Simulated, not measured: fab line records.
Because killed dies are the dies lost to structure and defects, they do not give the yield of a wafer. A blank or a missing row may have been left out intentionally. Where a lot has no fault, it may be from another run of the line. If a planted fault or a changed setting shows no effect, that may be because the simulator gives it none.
Struck lot and sound lot, side by side ; flow sfq line ; 42 out of 325 route steps
Sound: wafers L376.3, L376.4, L376.6. Wafers struck: L368.3, L368.4, L368.5. Last of all comes the cause.
Per side, at each step with rows, come the tool, then ch with its chambers, and then its first start. Under that, the readings that differ: sound wafers ; struck wafers ; difference of the means ; sigmas: that difference in standard deviations of wafers without a fault.
alike: words and numbers the same on both sides, and readings whose means are apart by under 2 such deviations; not compared: readings that were withheld, readings missing a value for some wafer, numbers with overlapping values and no deviation given by the record, and bounds like >300 which may hide the same value.
The two part at a step that has a row with sigmas, a row that says differs or no value, or rows on one side only. Numbers that don't overlap but have no deviation are shown without sigmas and don't part them. A reading missing from all wafers of one side parts the sides only when that side holds two or more wafers.

first, 6 steps without rows for these wafers: SFQ_TRILAYER_I3_VIA_LITHO_COAT_090 (resist thk 62 nm); SFQ_TRILAYER_I3_VIA_LITHO_COAT_085 (resist thk 650 nm); SFQ_TRILAYER_I3_VIA_LITHO_SOFTBAKE_089; SFQ_TRILAYER_I3_VIA_LITHO_EXPOSE_086 (exposes mask I3, target cd 500 nm); SFQ_TRILAYER_I3_VIA_LITHO_PEB_088 (peb time 60 s); SFQ_TRILAYER_I3_VIA_LITHO_DEVELOP_087 (time 60 s).
SFQ_I3_OVL_MEAS_923:
  sound on overlay-02 at day 37 07:02; struck on overlay-02 at day 34 19:31
  alike: I3_OVL
then, 5 steps without rows for these wafers: SFQ_TRILAYER_I3_VIA_BARC_OPEN_VIA_ETCH_121 (etches BARC in O2, target depth 125 nm, time 41.7 s); SFQ_TRILAYER_I3_VIA_ETCH_VIA_ETCH_088 (etches SiO2 in CHF3, stops on Nb, target depth 260 nm); SFQ_TRILAYER_I3_VIA_STRIP_STRIP_089 (strips in O2); SFQ_TRILAYER_I3_VIA_STRIP_SOLV_CLEAN_090 (cleans in NMP, time 600 s); SFQ_TRILAYER_M4_DEP_PRE_CLEAN_092 (time 22.5 s).
SFQ_TRILAYER_M4_DEP_SPUTTER_091: material Nb, target thk 200 nm, time 133.3 s.
  sound on pvd sputter-06 at day 37 08:01; struck on pvd sputter-05 at day 34 20:41
reading;sound;struck;difference;sigmas
model.Nb_of_TRILAYER_M4_DEP_SPUTTER_091.thk nm (nm);198.5 196.6 196.5;182.7 181.6 179.1;-16.1;
  alike: throttle valve pct
SFQ_M4_RS_MEAS_924: a four-point-probe measurement.
  sound on film metro-01 at day 37 08:08; struck on film metro-03 at day 34 20:49
reading;sound;struck;difference;sigmas
M4_NB_RS (ohm/sq);0.895 0.903 0.905;0.974 0.979 0.993;+0.081;+7
then, 6 steps without rows for these wafers: SFQ_TRILAYER_M4_LITHO_COAT_098 (resist thk 62 nm); SFQ_TRILAYER_M4_LITHO_COAT_093 (resist thk 600 nm); SFQ_TRILAYER_M4_LITHO_SOFTBAKE_097; SFQ_TRILAYER_M4_LITHO_EXPOSE_094 (exposes mask M4, target cd 500 nm); SFQ_TRILAYER_M4_LITHO_PEB_096 (peb time 60 s); SFQ_TRILAYER_M4_LITHO_DEVELOP_095 (time 60 s).
SFQ_M4_OVL_MEAS_926:
  sound on overlay-01 at day 38 19:02; struck on overlay-02 at day 36 14:14
  alike: M4_OVL
SFQ_TRILAYER_M4_BARC_OPEN_METAL_ETCH_123: etches BARC in O2, target depth 125 nm, time 41.7 s.
  sound on rie metal-04 ch 0,1, day 38 19:04; struck on rie metal-04 ch 0,1, day 36 14:16
  alike: bias w, drypump motor current A, oes product au
  not compared: rf hours counter h
SFQ_TRILAYER_M4_ETCH_METAL_ETCH_096: etches Nb in Cl2/Ar, stops on SiO2, target depth 240 nm, time 120 s.
  sound on rie metal-04 ch 0,1, day 38 19:09; struck on rie metal-04 ch 0,1, day 36 14:21
reading;sound;struck;difference;sigmas
oes product au (a.u.);0.887 0.880 0.888;0.847 0.845 0.841;-0.041;-5
  alike: bias w, drypump motor current A
  not compared: rf hours counter h
then, 2 steps without rows for these wafers: SFQ_TRILAYER_M4_STRIP_STRIP_097 (strips in O2); SFQ_TRILAYER_M4_STRIP_SOLV_CLEAN_098 (cleans in NMP, time 600 s).
SFQ_TRILAYER_I4_DEP_PECVD_099: deposits SiO2 from SiH4/N2O, time 111.11 s, target thk 500 nm.
  sound on pecvd-01 ch 0,1,2, day 38 20:02; struck on pecvd-03 ch 0,1,2, day 36 15:13
  alike: heater power w, throttle valve pct
then, 1 step without rows for these wafers: SFQ_TRILAYER_I4_CMP_CMP_100 (polishes SiO2).
SFQ_I4_BOW_MEAS_927:
  sound on film metro-01 at day 41 00:56; struck on film metro-04 at day 38 14:37
  alike: I4_BOW
SFQ_TRILAYER_I4_METRO_MEASURE_101:
  sound on film metro-01 at day 41 01:25; struck on film metro-04 at day 38 15:06
  alike: thk nm
then, 6 steps without rows for these wafers: SFQ_TRILAYER_I4_VIA_LITHO_COAT_108 (resist thk 62 nm); SFQ_TRILAYER_I4_VIA_LITHO_COAT_103 (resist thk 650 nm); SFQ_TRILAYER_I4_VIA_LITHO_SOFTBAKE_107; SFQ_TRILAYER_I4_VIA_LITHO_EXPOSE_104 (exposes mask I4, target cd 700 nm); SFQ_TRILAYER_I4_VIA_LITHO_PEB_106 (peb time 60 s); SFQ_TRILAYER_I4_VIA_LITHO_DEVELOP_105 (time 60 s).
-- the record jumps here: 4 days lie between the struck wafers' starts before and after --
SFQ_I4_OVL_MEAS_928:
  sound on overlay-01 at day 45 21:22; struck on overlay-01 at day 42 14:38
  alike: I4_OVL
SFQ_TRILAYER_I4_VIA_BARC_OPEN_VIA_ETCH_146: etches BARC in O2, target depth 125 nm, time 41.7 s.
  sound on rie diel-02 ch 0,1,2, day 45 21:23; struck on rie diel-04 ch 0,1,2, day 42 14:40
  alike: bias w, drypump motor current A, oes product au
  not compared: rf hours counter h
then, 1 step without rows for these wafers: SFQ_TRILAYER_I4_VIA_ETCH_VIA_ETCH_106 (etches SiO2 in CHF3, stops on Nb, target depth 260 nm).
SFQ_TRILAYER_I4_VIA_STRIP_STRIP_107: strips in O2.
  sound on rie metal-02 ch 0, day 45 21:56; struck on rie metal-03 ch 0,1, day 42 15:01
reading;sound;struck;difference;sigmas
drypump motor current A (A);6.3 6.3 6.3;5.1 5.3 5.3;-1.1;-2
  alike: oes product au
  not compared: rf hours counter h
then, 2 steps without rows for these wafers: SFQ_TRILAYER_I4_VIA_STRIP_SOLV_CLEAN_108 (cleans in NMP, time 600 s); SFQ_TRILAYER_JJ_TRILAYER_DEP_PRE_CLEAN_113 (time 22.5 s).
-- the record jumps here: 30 days lie between the struck wafers' starts before and after --
SFQ_M8_BOW_MEAS_951:
  sound on film metro-04 at day 77 05:55; struck on film metro-01 at day 72 23:54
reading;sound;struck;difference;sigmas
model.etest.m4.ohm um;1.773 1.81 1.808;1.947 1.95 1.99;+0.165;
model.etest.i3.link ohm;1.958 1.978 1.988;2.064 2.066 2.085;+0.097;
model.etest.m4.ohm sq;0.8952 0.9041 0.9044;0.9727 0.9785 0.9921;+0.0799;
model.etest.i4.link ohm;2.192 2.193 2.194;2.28 2.262 2.281;+0.08;
  alike: M8_BOW

== WHERE THEY PART ==
Earliest at SFQ_M4_RS_MEAS_924; latest, in this record, at SFQ_TRILAYER_I4_VIA_STRIP_STRIP_107. Later steps at which nothing parts them and some readings are alike: SFQ_M8_BOW_MEAS_951.

WHY: whatever the simulator had introduced
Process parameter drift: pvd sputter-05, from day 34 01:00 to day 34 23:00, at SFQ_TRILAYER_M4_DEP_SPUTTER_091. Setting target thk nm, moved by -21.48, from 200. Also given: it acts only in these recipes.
